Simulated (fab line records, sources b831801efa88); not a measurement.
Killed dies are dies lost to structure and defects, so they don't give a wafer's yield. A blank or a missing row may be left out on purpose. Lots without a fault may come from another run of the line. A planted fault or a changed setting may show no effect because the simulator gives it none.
A struck lot beside a sound one | flow sky130 | 25 steps out of a route of 708
Sound: wafers L284.3, L284.4, L284.5. Struck: wafers L273.1, L273.3, L273.4. The cause comes at the end.
At each step with rows: each side's tool, then ch and its chambers, then its first start. Under that, the readings that differ: sound wafers | struck wafers | difference of the means | sigmas: that difference in standard deviations of wafers without a fault.
alike: readings whose means differ by less than 2 such deviations, and words and numbers that are the same on both sides. not compared: withheld readings, readings that some wafer has no value for, bounds like >300 that may hide the same value, and numbers for which the record gives no deviation and whose values overlap.
The two part at a step that has a row with sigmas, a row that says differs or no value, or rows on one side only. Numbers that don't overlap but have no deviation are shown without sigmas and don't part them. A reading that every wafer of one side lacks parts them only if that side has two wafers or more.

SKY_POLY_CUT_ETCH_11: etches Si3N4 in CF4/CH2F2/Ar, stops on poly-Si, time 42.5 s, target depth 60 nm.
  sound on rie_diel-03 ch 0,2,3, day 30 16:55; struck on rie_diel-02 ch 1,2,3, day 27 01:35
  alike: cf4_flow_sccm, drypump_motor_current_A, oes_product_au, throttle_valve_pct
  not compared: rf_hours_counter_h
SKY_POLY_CUT_STRIP_12: strips in O2/N2.
  sound on plasma_asher-02 ch 0,1, day 30 16:59; struck on plasma_asher-02 ch 0,1, day 27 01:37
  alike: chamber_pressure_mTorr, drypump_motor_current_A, oes_product_au, strip_time_to_endpoint_s
  not compared: rf_hours_counter_h
then, 3 steps without rows for these wafers: SKY_SD_P_DEHYDRATE_00 (time 60 s); SKY_SD_P_HMDS_01 (prime time 60 s); SKY_SD_P_COAT_02 (resist thk 1140 nm).
SKY_SD_P_SOFTBAKE_03: time 62.55 s.
  sound on litho_track-01 ch 0, day 31 07:31; struck on litho_track-02 ch 0, day 27 16:48
  alike: chill_plate_temp_C, plate_sensor_t_centre_C, plate_sensor_t_edge_C
then, 3 steps without rows for these wafers: SKY_SD_P_EXPOSE_04 (exposes mask PSDM, target cd 380 nm); SKY_SD_P_PEB_05; SKY_SD_P_DEVELOP_06 (develop time 60 s).
SKY_SD_P_CD_MEAS_07: target cd 380 nm.
  sound on cd_sem-02, day 31 20:44; struck on cd_sem-02, day 28 06:53
  alike: cd_nm
SKY_SD_P_OVL_MEAS_08:
  sound on overlay-01, day 31 20:49; struck on overlay-02, day 28 07:01
  alike: SD_P_OVL
then, 1 step without rows for these wafers: SKY_SD_P_IMPLANT_09.
SKY_SD_P_STRIP_10: strips in O2/N2.
  sound on plasma_asher-03 ch 0,1, day 31 21:02; struck on plasma_asher-01 ch 0,1, day 28 07:11
  no value came back on the struck wafers for chamber_pressure_mTorr (mTorr), drypump_motor_current_A (A), oes_product_au (a.u.), strip_time_to_endpoint_s (s); on the sound wafers chamber_pressure_mTorr (mTorr) reads 1499.3 1500.1 1501.8
  reading                                   | sound | struck         | difference | sigmas
  model.NOVOLAK_of_SD_P_COAT_02.thk_nm (nm) | 0 0 0 | 1137 1138 1135 | +1137      |
  not compared: rf_hours_counter_h
SKY_SD_P_TW_MEAS_11:
  sound on film_metro-02, day 31 21:07; struck on film_metro-02, day 28 07:17
  alike: SD_P_TW
then, 8 steps without rows for these wafers: SKY_RES_XHIGH_DEHYDRATE_00 (time 60 s); SKY_RES_XHIGH_HMDS_01 (prime time 60 s); SKY_RES_XHIGH_COAT_02 (resist thk 1140 nm); SKY_RES_XHIGH_SOFTBAKE_03 (time 60 s); SKY_RES_XHIGH_EXPOSE_04 (exposes mask URPM, target cd 1270 nm); SKY_RES_XHIGH_PEB_05; SKY_RES_XHIGH_DEVELOP_06 (develop time 60 s); SKY_RES_XHIGH_IMPLANT_07.
SKY_RES_XHIGH_STRIP_08: strips in O2/N2.
  sound on plasma_asher-03 ch 0,1, day 32 23:47; struck on plasma_asher-04 ch 0,1, day 29 11:13
  reading                      | sound             | struck            | difference | sigmas
  strip_time_to_endpoint_s (s) | 14.20 14.19 14.22 | 31.30 31.33 31.26 | +17.09     | +99 or more
  alike: chamber_pressure_mTorr, drypump_motor_current_A, oes_product_au
  not compared: rf_hours_counter_h
SKY_RES_XHIGH_TW_MEAS_09:
  sound on film_metro-04, day 32 23:52; struck on film_metro-03, day 29 11:19
  reading      | sound          | struck   | difference | sigmas
  RES_XHIGH_TW | 1645 1646 1642 | 30 30 30 | -1614      | -99 or more
then, 1 step without rows for these wafers: SKY_SD_N_DEHYDRATE_00 (time 60 s).

WHERE THEY PART
First at SKY_SD_P_STRIP_10; last, within this record, at SKY_RES_XHIGH_TW_MEAS_09.

WHY: what the simulator had put in
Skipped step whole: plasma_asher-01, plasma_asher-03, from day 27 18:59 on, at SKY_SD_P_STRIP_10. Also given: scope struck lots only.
